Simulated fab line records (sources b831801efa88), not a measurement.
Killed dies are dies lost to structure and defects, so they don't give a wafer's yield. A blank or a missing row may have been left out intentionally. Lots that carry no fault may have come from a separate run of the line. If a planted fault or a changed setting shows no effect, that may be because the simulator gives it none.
What tool caused it? ; flow gf180mcu ; 14 lots with 42 wafers sampled at 3 steps, on a route of 602 steps

WHAT EACH GAUGE READ, for each wafer
GF_NSD_OVL_MEAS_08.
lot;measured;on;NSD_OVL (nm)
L149;day 13 18:25;overlay-01;0.1 0.3 -1.8
L148;day 13 23:15;overlay-02;-0.7 2.3 -0.5
L150;day 14 05:12;overlay-02;-0.1 -1.4 -0.2
L151;day 14 13:30;overlay-02;-1.9 -2.3 -2.6
L152;day 14 14:13;overlay-02;-0.5 -1.1 -0.5
L153;day 15 00:46;overlay-02;-0.1 -2.2 -0.3
L157;day 16 06:07;overlay-02;-0.6 -0.6 -2.3
L158;day 16 15:07;overlay-02;-2.0 -1.6 -2.0
L161;day 17 23:58;overlay-01;1.4 -0.2 1.9
L162;day 18 06:17;overlay-01;-0.1 -1.6 -1.1
L169;day 20 23:28;overlay-01;1.6 -2.1 -0.4
L168;day 21 06:16;overlay-01;1.1 0.4 -0.5
L170;day 21 14:49;overlay-01;-2.1 0.2 1.6
L171;day 21 20:01;overlay-01;-1.1 -0.6 -2.7

GF_M1_OVL_MEAS_15.
lot;measured;on;M1_OVL (nm)
L149;day 17 12:04;overlay-01;-8 -4 -14
L148;day 17 16:16;overlay-02;-6 1 8
L150;day 18 00:19;overlay-01;-12 -4 -6
L151;day 18 08:40;overlay-01;2 0 -5
L152;day 18 10:49;overlay-01;0 5 11
L153;day 18 22:22;overlay-02;2 0 -8
L157;day 20 07:16;overlay-02;-11 -11 -9
L158;day 20 16:01;overlay-01;-1 -6 -2
L161;day 22 02:46;overlay-01;-4 -6 -2
L162;day 22 09:00;overlay-02;-5 -7 -1
L169;day 24 21:52;overlay-02;-6 0 -6
L168;day 25 05:06;overlay-02;2 -6 1
L170;day 25 10:42;overlay-02;4 1 3
L171;day 25 17:27;overlay-02;-3 1 -2

WHAT TOOL EACH LOT RAN ON (gives the tool, then ch and the chambers of the sampled wafers, and finally the start)
lot;GF_POLY_GATE_ETCH_13
L149;rie si-01 ch 0,1, day 9 14:07
L148;rie si-02 ch 1,2,3, day 9 16:01
L150;rie si-02 ch 0,1,3, day 9 22:58
L151;rie si-02 ch 0,1,2, day 10 06:14
L152;rie si-01 ch 0,1,2, day 10 06:19
L153;rie si-02 ch 2,3, day 10 14:58
L157;rie si-01 ch 0,3, day 11 15:49
L158;rie si-02 ch 1,2, day 11 23:22
L161;rie si-02 ch 1,2,3, day 13 05:05
L162;rie si-01 ch 0,1,3, day 13 11:07
L169;rie si-02 ch 0,1,2, day 15 20:28
L168;rie si-01 ch 0,2,3, day 15 23:59
L170;rie si-01 ch 1,3, day 16 13:22
L171;rie si-01 ch 1,2,3, day 16 16:46
- GF_POLY_GATE_ETCH_13: etches poly-Si in HBr/Cl2, stops on SiO2, target depth 198.5 nm, time 69.6 s.

AS READ BY THE TOOLS THEMSELVES (means over the sampled wafers that have a number; for cases with no such wafer, the mark the record gives instead)
GF_POLY_GATE_ETCH_13.
lot;tool;bias w (W);drypump motor current A (A);he backside leak sccm (sccm);oes product au (a.u.);throttle valve pct (%)
L149;rie si-01;100.2;5.6;2.66;0.999;33.681
L148;rie si-02;100.2;5.4;2.86;1.002;33.683
L150;rie si-02;100.2;5.6;2.80;0.984;33.688
L151;rie si-02;100.1;5.3;2.69;0.993;33.680
L152;rie si-01;100.2;5.9;2.78;0.997;33.680
L153;rie si-02;100.1;5.5;2.67;0.992;33.675
L157;rie si-01;100.0;5.6;2.89;0.915;33.690
L158;rie si-02;99.9;5.1;2.82;0.993;33.679
L161;rie si-02;99.9;5.4;2.76;0.991;33.679
L162;rie si-01;100.0;5.3;2.86;0.951;33.685
L169;rie si-02;99.8;5.3;2.72;0.989;33.676
L168;rie si-01;100.0;5.9;2.83;0.983;33.695
L170;rie si-01;100.0;5.0;2.93;0.991;33.684
L171;rie si-01;99.7;5.6;2.67;0.988;33.685

THE ANSWER, worked out from the rows above alone
Rule: usual is defined by the lots themselves. Put in order of their means at a reading, lots are off if they are a third of the lots or fewer, leave a main group of 4 or more, and stand apart from it by a gap of 3 or more times the standard deviation of the main group's means; of several such gaps the widest counts. A main group whose means are all the same, to the digits that the tables above print for the reading, isn't used. Also off: a lot with no number at a reading for which 4 or more lots have one. The other lots that the step has rows for count as sound. First the gauges in route order, then the tools' own readings, where a lot's mean is used as printed above. At the first step where some lot is off, the reading lying furthest off is the one used; lots without a number count as furthest.
Off, at GF_POLY_GATE_ETCH_13 on oes product au: L157, L162. The main group: mean 0.992 a.u., standard deviation 0.0054.
If a tool, at that step or one of the process steps before it, ran each lot that is off and ran no sound lot following the first of them, it fits. None of those tried fits.

WHAT WAS PUT IN BY THE SIMULATOR
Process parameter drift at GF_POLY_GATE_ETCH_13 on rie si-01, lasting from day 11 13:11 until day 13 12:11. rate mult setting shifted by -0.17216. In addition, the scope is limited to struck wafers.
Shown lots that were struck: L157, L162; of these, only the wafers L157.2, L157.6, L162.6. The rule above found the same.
